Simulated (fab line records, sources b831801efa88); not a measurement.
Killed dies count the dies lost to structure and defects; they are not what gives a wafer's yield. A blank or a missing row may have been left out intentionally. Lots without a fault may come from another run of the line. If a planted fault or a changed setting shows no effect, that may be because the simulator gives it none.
The tool behind it: which one? -- flow sky130 -- 6 lots with 18 wafers sampled at 2 steps, on a route of 708 steps

WHAT EACH GAUGE READ, for each wafer
SKY_CONTACT_BOW_MEAS_05.
lot,measured,on,CONTACT_BOW (um)
L344,day 30 08:23,film metro-02,90 86 84
L347,day 31 10:01,film metro-03,83 82 85
L352,day 33 23:28,film metro-02,86 79 95
L358,day 35 06:10,film metro-01,82 83 77
L363,day 36 19:16,film metro-01,81 79 81
L365,day 37 11:37,film metro-02,81 86 86

WHAT TOOL EACH LOT RAN ON (gives the tool, then ch and the chambers of the sampled wafers, and finally the start)
lot,SKY_LOCAL_INTERCONNECT_ETCH_13
L344,"rie metal-01 ch 1, day 30 07:02"
L347,"rie metal-01 ch 0,1, day 31 08:24"
L352,"rie metal-02 ch 0,1, day 33 22:14"
L358,"rie metal-04 ch 0,1, day 35 04:56"
L363,"rie metal-02 ch 0,1, day 36 17:59"
L365,"rie metal-02 ch 0,1, day 37 10:23"
- SKY_LOCAL_INTERCONNECT_ETCH_13: etches BARC in N2/H2, stops on SiO2, time 45.9 s, target depth 60 nm.

THE ANSWER, worked out from the rows above alone
Rule: what is usual is taken from the lots themselves. Put in order of their means at a reading, lots are off if they are a third of the lots or fewer, leave a main group of 4 or more, and stand apart from it by a gap of 3 or more times the standard deviation of the main group's means; of several such gaps the widest counts. The tables above print the reading to a certain number of digits; a main group whose means all agree to those digits is not used. A lot without any number at a reading at which 4 lots or more have one is off too. Any other lot the step has rows for is counted as sound.
Across all readings shown, no lot is off: no conclusion can be drawn from this.

WHAT THE SIMULATOR HAD INSERTED
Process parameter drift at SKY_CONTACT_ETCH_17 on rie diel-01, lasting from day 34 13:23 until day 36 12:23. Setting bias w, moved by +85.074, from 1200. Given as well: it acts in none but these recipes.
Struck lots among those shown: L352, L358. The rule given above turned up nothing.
